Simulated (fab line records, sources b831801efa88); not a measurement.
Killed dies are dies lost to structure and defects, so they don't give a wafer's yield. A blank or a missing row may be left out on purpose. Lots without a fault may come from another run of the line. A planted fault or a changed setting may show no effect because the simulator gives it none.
A struck lot beside a sound one | flow sky130 | 21 steps out of a route of 708
Sound: wafers L251.2, L251.3, L251.6. Struck: wafer L264.1. (L264.3 of the same lot was not struck and is left out.) The cause comes at the end.
At each step with rows: each side's tool, then ch and its chambers, then its first start. Under that, the readings that differ: sound wafers | struck wafers | difference of the means | sigmas: that difference in standard deviations of wafers without a fault.
alike: readings whose means differ by less than 2 such deviations, and words and numbers that are the same on both sides. not compared: withheld readings, readings that some wafer has no value for, bounds like >300 that may hide the same value, and numbers for which the record gives no deviation and whose values overlap.
The two part at a step that has a row with sigmas, a row that says differs or no value, or rows on one side only. Numbers that don't overlap but have no deviation are shown without sigmas and don't part them. A reading that every wafer of one side lacks parts them only if that side has two wafers or more.

first, 1 step without rows for these wafers: SKY_LDD_LDN_IMPLANT_11.
SKY_LDD_LDN_STRIP_12: strips in O2/N2.
  sound on plasma_asher-01 ch 0,1, day 22 19:22; struck on plasma_asher-04 ch 1, day 27 18:19
  alike: drypump_motor_current_A, o2_flow_sccm, oes_product_au, strip_time_to_endpoint_s
  not compared: rf_hours_counter_h
SKY_LDD_LDN_TW_MEAS_13:
  sound on film_metro-03, day 22 19:28; struck on film_metro-03, day 27 18:25
  alike: LDD_LDN_TW
then, 2 steps without rows for these wafers: SKY_LDD_LDN_CLEAN_14 (cleans in SC1/SC2, time 150 s); SKY_SPACER_CVD_00 (deposits Si3N4 from DCS/NH3, target thk 43.1 nm, time 740 s).
SKY_SPACER_THK_MEAS_01:
  sound on film_metro-04, day 22 20:47; struck on film_metro-02, day 27 20:22
  alike: SPACER_CVD_00_THK
SKY_SPACER_ETCHBACK_02: etches Si3N4 in CH3F/O2, stops on SiO2, time 46.7 s, target depth 45 nm.
  sound on rie_diel-01 ch 0,1,2, day 22 20:50; struck on rie_diel-01 ch 2, day 27 20:26
  reading                | sound                | struck | difference | sigmas
  throttle_valve_pct (%) | 10.574 10.566 10.571 | 10.550 | -0.020     | -2
  alike: O2_flow_sccm, drypump_motor_current_A, oes_product_au
  not compared: rf_hours_counter_h
then, 5 steps without rows for these wafers: SKY_POLY_CUT_DEHYDRATE_00 (time 60 s); SKY_POLY_CUT_HMDS_01 (prime time 60 s); SKY_POLY_CUT_COAT_02 (resist thk 60 nm); SKY_POLY_CUT_COAT_03 (resist thk 450 nm); SKY_POLY_CUT_SOFTBAKE_04 (time 90 s).
SKY_POLY_CUT_EXPOSE_05: exposes mask NPCM, target cd 270 nm.
  sound on krf_scanner-01 ch 0, day 23 12:11; struck on krf_scanner-01 ch 0, day 28 10:29
  alike: mask
then, 2 steps without rows for these wafers: SKY_POLY_CUT_PEB_06; SKY_POLY_CUT_DEVELOP_07 (develop time 60 s).
SKY_POLY_CUT_CD_MEAS_08: target cd 270 nm.
  sound on cd_sem-01, day 24 02:28; struck on cd_sem-02, day 29 00:52
  reading    | sound             | struck | difference | sigmas
  cd_nm (nm) | 269.9 269.5 269.4 | 264.4  | -5.2       | -3
SKY_POLY_CUT_OVL_MEAS_09:
  sound on overlay-01, day 24 02:34; struck on overlay-01, day 29 00:59
  alike: POLY_CUT_OVL
SKY_POLY_CUT_ETCH_10: etches BARC in N2/H2, stops on SiO2, time 45.9 s, target depth 60 nm.
  sound on rie_diel-04 ch 0,1, day 24 02:35; struck on rie_diel-04 ch 3, day 29 01:02
  reading                     | sound             | struck | difference | sigmas
  drypump_motor_current_A (A) | 5.4 4.9 4.9       | 6.3    | +1.2       | +2
  model.POLY_CUT.cd_nm (nm)   | 269.8 269.2 269.3 | 264.8  | -4.6       |
  alike: oes_product_au, throttle_valve_pct
  not compared: rf_hours_counter_h
SKY_POLY_CUT_ETCH_11: etches Si3N4 in CF4/CH2F2/Ar, stops on poly-Si, time 42.5 s, target depth 60 nm.
  sound on rie_diel-04 ch 0,1, day 24 02:38; struck on rie_diel-04 ch 3, day 29 01:04
  reading                     | sound             | struck | difference | sigmas
  drypump_motor_current_A (A) | 5.4 4.9 4.9       | 6.3    | +1.2       | +2
  model.POLY_CUT.cd_nm (nm)   | 269.9 269.2 269.3 | 264.8  | -4.7       |
  alike: oes_product_au, throttle_valve_pct
  not compared: rf_hours_counter_h
SKY_POLY_CUT_STRIP_12: strips in O2/N2.
  sound on plasma_asher-03 ch 0,1, day 24 02:40; struck on plasma_asher-01 ch 0, day 29 01:07
  alike: drypump_motor_current_A, o2_flow_sccm, oes_product_au, strip_time_to_endpoint_s
  not compared: rf_hours_counter_h
-- the record jumps here: 20 days lie between the struck wafers' starts before and after (it left off in module POLY_CUT and takes up again in module PAD_OPEN, whose first step shown is number 708 of the route) --
SKY_PAD_OPEN_PROBE_99:
  the record has rows for the struck wafers here (prober-02, day 48 22:48) and none for the sound ones

WHERE THEY PART
First at SKY_SPACER_ETCHBACK_02; last, within this record, at SKY_PAD_OPEN_PROBE_99.

WHY: what the simulator had put in
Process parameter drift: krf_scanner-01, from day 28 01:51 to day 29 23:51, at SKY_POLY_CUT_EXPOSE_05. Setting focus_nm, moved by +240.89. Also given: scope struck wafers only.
